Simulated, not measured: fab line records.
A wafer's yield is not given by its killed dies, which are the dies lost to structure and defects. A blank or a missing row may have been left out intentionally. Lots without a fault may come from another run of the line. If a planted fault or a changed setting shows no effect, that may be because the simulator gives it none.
fab line records | flow sfqLine
record lots=14 wafers=42 lastDay=81
route steps=325 shown I2@103
lots untouched by any fault: they come from a run of this same line in which no faults occurred
startH: the number of hours between the record's first day and the start of the first shown wafer of the lot | waitH: time in hours since the lot's previous step | " repeats the value in the row above | L1.1+2: a row that stands for several wafers | - no value present, or no start provided | * or withheld: withheld | < > ~ a bound
route shown NAME@n: NAME is a module with steps in the file, n the number in the route of the first one | usual: mean and standard deviation over wafers with no fault | same: alike in all rows | chamber/n: place in a boat | sites: the reading at each site | _std_site: standard deviation of those values | _edge_site: mean of outer sites minus mean of inner sites | radiusMm: for every site, how far away it sits from the centre of the wafer | mask NAME#n: copy n | behind: the tool/chamber that last shaped the wafer | hold: reason for holding the lot/hours on hold/outcome of the hold | device: the transistor (n, p or np) that didn't switch | end of line: the route-end tests of the same wafers | a step without rows: its recipe alone | killed: not the wafer's yield, but the dies lost to structure and defects at the first sort | map: per-die view of a wafer (x killed, . not killed, _ where there is no die)
set.NAME: the setting as run; set.NAME@STEP: as run at that earlier step | model.NAME: the simulator's own value behind a step, which no gauge read
one table for each step of the route and one row for each wafer, over a sample of lots
services: from which hour (startH, from the record's first day; less than 0 if before it) a tool's chamber was out of use, for how many hours, and why
## steps
# step SFQ_TRILAYER_I2_DEP_PECVD_063
# recipe material=SiO2 tempC=150 timeS=111.11 pressureTorr=2.4 rfW=183.3 precursor=SiH4/N2O targetThkNm=500
# usual heaterPowerW=81/8.8 rfFwdPowerW=182.4/0.6 throttleValvePct=24.7/1.9
# columns lot.wafer tool chamber startH waitH heaterPowerW rfFwdPowerW throttleValvePct
L544.3 pecvd-03 0 543.30 0.0 81 183.0 30.3
L544.4 " 0 " " 83 182.8 30.6
L544.5 " 1 " " 81 183.2 23.9
L546.1 pecvd-02 1 694.82 0.0 79 181.8 27.2
L546.5 " 0 " " 80 182.0 26.2
L546.6 " 1 " " 79 183.0 27.3
L547.2 pecvd-03 2 704.42 0.0 85 182.2 22.4
L547.3 " 0 " " 75 181.2 23.6
L547.5 " 2 " " 87 182.1 22.6
L548.4 pecvd-03 1 711.65 0.0 82 182.7 22.0
L548.5 " 2 " " 85 182.3 22.3
L548.6 " 0 " " 86 183.0 23.6
L549.3 pecvd-02 1 715.22 0.0 71 181.3 27.5
L549.4 " 1 " " 76 180.6 27.4
L549.5 " 0 " " 86 183.3 26.4
L550.1 pecvd-03 2 718.82 0.0 101 152.0 22.4
L550.3 " 1 " " 90 153.5 22.3
L550.6 " 2 " " 101 153.7 22.4
L555.2 pecvd-04 2 737.86 0.0 91 181.3 23.7
L555.3 " 1 " " 79 182.3 25.0
L555.6 " 1 " " 79 181.9 25.0
L556.1 pecvd-03 2 739.06 0.0 91 153.3 22.6
L556.3 " 1 " " 83 153.4 22.4
L556.4 " 1 " " 85 153.6 22.1
L557.1 pecvd-02 2 740.26 0.0 72 182.0 25.1
L557.2 " 0 " " 83 183.0 26.4
L557.6 " 1 " " 79 181.6 27.5
L558.3 pecvd-04 2 745.34 0.0 91 183.0 23.6
L558.4 " 0 " " 91 182.2 23.4
L558.6 " 2 " " 77 182.3 23.6
L561.1 pecvd-04 2 748.94 0.0 89 183.3 23.6
L561.3 " 1 " " 68 182.9 25.2
L561.5 " 0 " " 89 182.7 23.2
L563.2 pecvd-02 1 751.34 0.0 84 181.8 27.4
L563.4 " 0 " " 89 182.7 26.2
L563.5 " 1 " " 90 181.1 27.4
L564.1 pecvd-04 1 753.74 0.0 65 182.5 24.8
L564.2 " 2 " " 90 181.9 24.0
L564.3 " 0 " " 89 182.2 23.4
L566.2 pecvd-02 0 756.14 0.0 87 181.8 26.3
L566.4 " 2 " " 65 182.3 25.1
L566.5 " 1 " " 86 181.1 27.4
## services
# columns tool chamber startH hours kind
pecvd-04 0 524.80 15.1 repair
pecvd-04 - 536.48 14.6 pm
pecvd-03 - 563.75 14.0 pm
pecvd-03 0 563.75 14.0 ventCycle
pecvd-03 1 563.75 14.0 ventCycle
pecvd-03 2 563.75 14.0 ventCycle
pecvd-03 0 577.75 - clean
pecvd-03 1 577.75 - clean
pecvd-03 2 577.75 - clean
pecvd-04 - 687.21 0.8 repair
pecvd-03 - 694.15 1.4 repair
pecvd-04 - 724.41 0.4 repair
pecvd-02 1 728.69 7.8 repair
pecvd-02 - 750.16 0.5 repair
## key
firstSign step=SFQ_TRILAYER_I2_DEP_PECVD_063 reading=rfFwdPowerW direction=down sigmas=49 usual=182.4 struck=153.3
effect none on later readings
metAt SFQ_TRILAYER_I2_DEP_PECVD_063
struckLots L550,L556
onsetBetween 711.65 718.82
fault kind=processParameterDrift tool=pecvd-03 chamber=- onsetH=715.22 steps=SFQ_TRILAYER_I2_DEP_PECVD_063 channel=rfW offset=-29.328 shape=step endH=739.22 actsIn=theseRecipesOnly stated=183.3
